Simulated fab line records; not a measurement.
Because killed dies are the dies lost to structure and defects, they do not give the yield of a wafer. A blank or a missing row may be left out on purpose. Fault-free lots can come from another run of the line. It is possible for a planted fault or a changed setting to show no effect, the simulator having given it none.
Commonality check across tools + flow gf180mcu + Sample size 11 lots and 33 wafers

WHY IT WAS OPENED
At GF_V2_RS_MEAS_24 the reading V2_W_RS is flagged on 3 of 11 lots. No-fault wafers: 0.327 ohm/sq, standard deviation 0.0031.
Rule: a lot is flagged when every wafer of it that has a number lies more than 4 standard deviations from that mean, or none has a number. As for the other lots, they are considered sound.

| lot  | measured     | on            | V2_W_RS (ohm/sq), wafer by wafer | flag    |
|------|--------------|---------------|----------------------------------|---------|
| L147 | day 20 16:52 | film-metro-04 | 0.327 0.324 0.323                |         |
| L148 | day 20 22:18 | film-metro-04 | 0.334 0.332 0.333                |         |
| L150 | day 21 22:05 | film-metro-03 | 0.324 0.327 0.329                |         |
| L151 | day 22 11:43 | film-metro-04 | 0.327 0.328 0.327                |         |
| L153 | day 22 19:26 | film-metro-03 | 0.323 0.325 0.325                |         |
| L154 | day 23 09:52 | film-metro-03 | 0.329 0.327 0.326                |         |
| L155 | day 23 11:23 | film-metro-04 | 0.325 0.327 0.326                |         |
| L161 | day 25 11:11 | film-metro-04 | 0.207 0.207 0.208                | FLAGGED |
| L162 | day 25 15:50 | film-metro-04 | 0.330 0.328 0.325                |         |
| L163 | day 26 18:11 | film-metro-04 | 0.206 0.206 0.204                | FLAGGED |
| L167 | day 27 04:58 | film-metro-03 | 0.204 0.204 0.204                | FLAGGED |
Average over the flagged lots: 0.206 ohm/sq; offset from the usual -0.121 ohm/sq, equal to -39 standard deviations.

WHICH TOOL EACH LOT WENT THROUGH
The record holds 1 process step before the reading, out of a route of 602 steps. Every cell lists first the tool, next ch and the chambers used by the sampled wafers, and last the start.
| lot  | flag    | GF_V2_CVD_23                  |
|------|---------|-------------------------------|
| L147 |         | cvd-w-02 ch 0,1, day 20 16:43 |
| L148 |         | cvd-w-01 ch 0,1, day 20 22:10 |
| L150 |         | cvd-w-02 ch 0,1, day 21 21:59 |
| L151 |         | cvd-w-01 ch 0,1, day 22 11:36 |
| L153 |         | cvd-w-01 ch 0,1, day 22 19:18 |
| L154 |         | cvd-w-02 ch 0,1, day 23 09:46 |
| L155 |         | cvd-w-02 ch 0,1, day 23 11:16 |
| L161 | FLAGGED | cvd-w-02 ch 0,1, day 25 10:51 |
| L162 |         | cvd-w-01 ch 0,1, day 25 15:43 |
| L163 | FLAGGED | cvd-w-02 ch 0,1, day 26 18:02 |
| L167 | FLAGGED | cvd-w-02 ch 0,1, day 27 04:52 |
What the steps here do:
- GF_V2_CVD_23: deposits W, target thk 350 nm, time 104.94 s.
- GF_V2_RS_MEAS_24: measures by four-point-probe.

FLAGGED OVER TOTAL, TOOL BY TOOL (the gauges that took the reading come last)
| step             | tool          | lots run | flagged | share of the flagged lots | sound lots run after its first flagged lot |
|------------------|---------------|----------|---------|---------------------------|--------------------------------------------|
| GF_V2_CVD_23     | cvd-w-01      | 4        | 0       | none                      | -                                          |
| GF_V2_CVD_23     | cvd-w-02      | 7        | 3       | all                       | 0                                          |
| GF_V2_RS_MEAS_24 | film-metro-03 | 4        | 1       | some                      | 0                                          |
| GF_V2_RS_MEAS_24 | film-metro-04 | 7        | 2       | some                      | 1 (L162)                                   |

WHAT IS ALLOWED BY THE TABLE
All flagged lots share 1 row of the table, namely cvd-w-02 at GF_V2_CVD_23.
- cvd-w-02 at GF_V2_CVD_23: 3 of its 7 lots flagged. Last sound lot L155 at day 23 11:16, first flagged lot L161 at day 25 10:51; a fault beginning in between fits.
Left over: one tool, cvd-w-02 at GF_V2_CVD_23.

WHAT THE SIMULATOR HAD INSERTED
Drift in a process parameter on cvd-w-02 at GF_V2_CVD_23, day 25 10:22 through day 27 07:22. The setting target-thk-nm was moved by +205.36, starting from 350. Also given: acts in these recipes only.
Struck lots among those shown: L161, L163, L167. Same finding as the rule above.
